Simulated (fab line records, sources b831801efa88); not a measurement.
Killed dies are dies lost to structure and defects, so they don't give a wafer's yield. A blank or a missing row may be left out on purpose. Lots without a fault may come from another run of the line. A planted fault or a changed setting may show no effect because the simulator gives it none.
Chamber matching | flow sky130 | SKY_FIELD_ISO_CMP_27 on cmp-02: 4 sister chambers
The step polishes, stops on Si3N4, t overpolish 16 s, target thk 457.8 nm. 4 wafers are shown with their chamber, then 8 later ones without.

WAFERS WITH THEIR CHAMBER
wafer  | chamber | motor_current_A (A)
L081.1 | 3       | 10.8
L081.3 | 0       | 10.3
L085.5 | 2       | 9.6
L086.1 | 1       | 11.8

WAFERS WITHOUT THEIR CHAMBER
wafer  | motor_current_A (A)
L086.4 | 10.8
L086.5 | 10.6
L089.1 | 11.9
L089.2 | 9.7
L089.4 | 10.3
L091.1 | 9.6
L091.2 | 10.8
L091.3 | 10.5

WHICH CHAMBER EACH WENT THROUGH
wafer  | from the rows above     | in truth
L086.4 | 3                       | 3
L086.5 | can't be placed: 3 or 0 | 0
L089.1 | 1                       | 1
L089.2 | 2                       | 2
L089.4 | 0                       | 0
L091.1 | 2                       | 2
L091.2 | 3                       | 3
L091.3 | can't be placed: 0 or 3 | 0
Placed correctly: 6 of 8. Can't be placed from these rows: 2 (the true chamber is among the candidates in 2). Placed wrongly: 0.
How it was worked out, from the rows above alone: a wafer's distance from a chamber is the root of the sum, over the readings, of the square of ((its reading less the chamber's mean) divided by the reading's scatter). The wafer belongs to the nearest chamber; if the next one is less than 2 further off, it can't be placed. A chamber's mean is the mean of its shown wafers. The scatter: with one shown wafer a chamber, the root of the mean of the squares of how far each hidden wafer lies from its nearest shown one.
